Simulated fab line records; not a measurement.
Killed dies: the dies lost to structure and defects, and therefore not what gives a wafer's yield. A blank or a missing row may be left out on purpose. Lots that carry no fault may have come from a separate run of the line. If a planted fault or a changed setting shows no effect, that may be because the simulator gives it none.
Which of the tools did it? ; flow gf180mcu ; Sampling: 6 lots, 18 wafers, 2 of 602 route steps

## WHAT THE GAUGES READ, wafer by wafer
GF_LVPWELL_OVL_MEAS_07.
lot;measured;on;LVPWELL_OVL (nm)
L691;day 4 02:41;overlay-02;3.0 1.5 2.0
L694;day 4 17:56;overlay-02;1.2 1.7 2.6
L697;day 5 11:58;overlay-02;0.9 2.2 0.6
L699;day 5 23:25;overlay-01;-0.4 -0.9 0.5
L702;day 6 14:27;overlay-01;1.1 0.2 1.8
L704;day 7 07:58;overlay-01;-0.8 -0.9 -1.5

## EACH LOT AND THE TOOL THAT RAN IT (in order: tool; ch and the chambers of the sampled wafers; start)
lot;GF_LVPWELL_EXPOSE_04
L691;ilineStepper-01 ch 0, day 3 20:26
L694;ilineStepper-01 ch 0, day 4 10:58
L697;ilineStepper-01 ch 0, day 5 04:52
L699;ilineStepper-02 ch 0, day 5 16:19
L702;ilineStepper-02 ch 0, day 6 07:14
L704;ilineStepper-02 ch 0, day 7 01:26
- GF_LVPWELL_EXPOSE_04: exposes mask LVPWELL, target cd 600 nm.

## THE ANSWER, worked out from the rows above alone
Rule: what is usual is taken from the lots themselves. Put in order of their means at a reading, lots are off if they are a third of the lots or fewer, leave a main group of 4 or more, and stand apart from it by a gap of 3 or more times the standard deviation of the main group's means; of several such gaps the widest counts. The tables above print the reading to a certain number of digits; a main group whose means all agree to those digits is not used. A lot without any number at a reading at which 4 lots or more have one is off too. The other lots that the step has rows for count as sound.
No lot is off on any of the readings shown, so nothing can be concluded from this.

## WHAT THE SIMULATOR HAD PUT IN
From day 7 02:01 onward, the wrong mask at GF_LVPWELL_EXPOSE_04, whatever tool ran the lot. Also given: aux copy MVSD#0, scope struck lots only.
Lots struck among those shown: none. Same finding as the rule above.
